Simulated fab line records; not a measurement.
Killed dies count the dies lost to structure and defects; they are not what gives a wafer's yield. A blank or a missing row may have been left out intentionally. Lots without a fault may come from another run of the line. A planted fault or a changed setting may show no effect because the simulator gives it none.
Struck lot and sound lot, side by side -- flow gf180mcu -- 43 steps out of a route of 602
Sound: these wafers, L817.2, L817.5, L817.6. The struck wafers were L827.1, L827.2, L827.6. At the end, the cause is stated.
At each step with rows: each side's tool, then ch and its chambers, then its first start. Under that, the readings that differ: sound wafers -- struck wafers -- difference of the means -- sigmas: that difference in standard deviations of wafers without a fault.
alike: words and numbers the same on both sides, and readings whose means are apart by under 2 such deviations; not compared: readings that were withheld, readings missing a value for some wafer, numbers with overlapping values and no deviation given by the record, and bounds like >300 which may hide the same value.
Wherever a step has rows on one side only, a row that says differs or no value, or a row with sigmas, the two part there. When numbers do not overlap yet have no deviation, they are printed without sigmas and do not part them. Lack of a reading on every wafer of one side parts them only where that side has two or more wafers.

first, 5 steps without rows for these wafers: GF_STI_WET_ETCH_17 (etches Si3N4 in H3PO4, target depth 45 nm, time 514 s); GF_STI_CLEAN_18 (cleans in SC1/SC2, time 150 s); GF_STI_CLEAN_19 (cleans in dHF, time 20 s); GF_STI_WET_ETCH_20 (etches SiO2 in dHF, target depth 20 nm, time 400 s); GF_STI_OXIDATION_21 (stabilise 600 s, purge 300 s, target thk 15 nm).
GF_STI_THK_MEAS_22:
  sound on film-metro-04 at day 2 13:44; struck on film-metro-04 at day 4 17:27
reading,sound,struck,difference,sigmas
STI_OXIDATION_01_THK (nm),14.39 14.48 14.44,15.38 15.54 15.59,+1.07,+4
then, 1 step without rows for these wafers: GF_STI_CVD_23 (deposits SiO2, target thk 650 nm, time 108.3 s).
GF_STI_THK_MEAS_24:
  sound on film-metro-04 at day 2 13:52; struck on film-metro-02 at day 4 17:35
  alike: STI_CVD_23_THK
GF_STI_CMP_25: polishes, stops on Si3N4, t overpolish 33 s, target thk 524.6 nm.
  sound on cmp-02 ch 0,1, day 2 14:06; struck on cmp-02 ch 0,2,3, day 4 17:45
  alike: motor-current-A, overpolish-run-s, time-to-endpoint-s
then, 3 steps without rows for these wafers: GF_STI_WET_ETCH_26 (etches SiO2 in dHF, target depth 94 nm, time 188 s); GF_STI_WET_ETCH_27 (etches Si3N4 in H3PO4, target depth 160 nm, time 1825 s); GF_STI_WET_ETCH_28 (etches SiO2 in dHF, target depth 20 nm, time 40 s).
GF_STI_OXIDATION_29: stabilise 600 s, purge 300 s, target thk 10 nm.
  sound on furnace-01 ch 0, day 2 15:01; struck on furnace-01 ch 0, day 4 19:19
  alike: tube-center-temp-C
GF_STI_THK_MEAS_30:
  sound on film-metro-02 at day 2 16:25; struck on film-metro-02 at day 4 20:42
  alike: STI_OXIDATION_02_THK
then, 8 steps without rows for these wafers: GF_DNWELL_DEHYDRATE_00 (time 60 s); GF_DNWELL_HMDS_01 (prime time 60 s); GF_DNWELL_COAT_02 (resist thk 3000 nm); GF_DNWELL_SOFTBAKE_03; GF_DNWELL_EXPOSE_04 (exposes mask DNWELL, target cd 1700 nm); GF_DNWELL_PEB_05; GF_DNWELL_DEVELOP_06 (develop time 60 s); GF_DNWELL_IMPLANT_07.
GF_DNWELL_STRIP_08: strips in O2/N2.
  sound on plasma-asher-02 ch 0,1, day 3 05:08; struck on plasma-asher-04 ch 0,1, day 5 10:50
  alike: drypump-motor-current-A, heater-power-w, oes-product-au, platen-temp-c, strip-time-to-endpoint-s
  not compared: rf-hours-counter-h
GF_DNWELL_TW_MEAS_09:
  sound on film-metro-03 at day 3 05:15; struck on film-metro-01 at day 5 10:56
  alike: DNWELL_TW
then, 7 steps without rows for these wafers: GF_NWELL_DEHYDRATE_00 (time 60 s); GF_NWELL_HMDS_01 (prime time 60 s); GF_NWELL_COAT_02 (resist thk 3000 nm); GF_NWELL_SOFTBAKE_03; GF_NWELL_EXPOSE_04 (exposes mask Nwell, target cd 860 nm); GF_NWELL_PEB_05; GF_NWELL_DEVELOP_06 (develop time 60 s).
GF_NWELL_OVL_MEAS_07:
  sound on overlay-01 at day 3 18:18; struck on overlay-01 at day 6 00:29
  alike: NWELL_OVL
then, 2 steps without rows for these wafers: GF_NWELL_IMPLANT_08; GF_NWELL_IMPLANT_09.
GF_NWELL_STRIP_10: strips in O2/N2.
  sound on plasma-asher-02 ch 0,1, day 3 18:38; struck on plasma-asher-02 ch 0,1, day 6 00:49
  alike: drypump-motor-current-A, heater-power-w, oes-product-au, platen-temp-c, strip-time-to-endpoint-s
  not compared: rf-hours-counter-h
GF_NWELL_TW_MEAS_11:
  sound on film-metro-01 at day 3 18:44; struck on film-metro-02 at day 6 00:55
  alike: NWELL_TW
then, 6 steps without rows for these wafers: GF_LVPWELL_DEHYDRATE_00 (time 60 s); GF_LVPWELL_HMDS_01 (prime time 60 s); GF_LVPWELL_COAT_02 (resist thk 3000 nm); GF_LVPWELL_SOFTBAKE_03; GF_LVPWELL_EXPOSE_04 (exposes mask LVPWELL, target cd 600 nm); GF_LVPWELL_PEB_05.
-- the record jumps here: 26 days lie between the struck wafers' starts before and after (it left off in module LVPWELL and takes up again in module PASSIVATION, whose first step shown is number 602 of the route) --
GF_PASSIVATION_PROBE_99:
  only the struck wafers here have rows in the record (prober-02, day 32 09:32); the sound ones have none

WHERE THEY PART
First at GF_STI_THK_MEAS_22; last, within this record, at GF_PASSIVATION_PROBE_99.

WHY: whatever the simulator had introduced
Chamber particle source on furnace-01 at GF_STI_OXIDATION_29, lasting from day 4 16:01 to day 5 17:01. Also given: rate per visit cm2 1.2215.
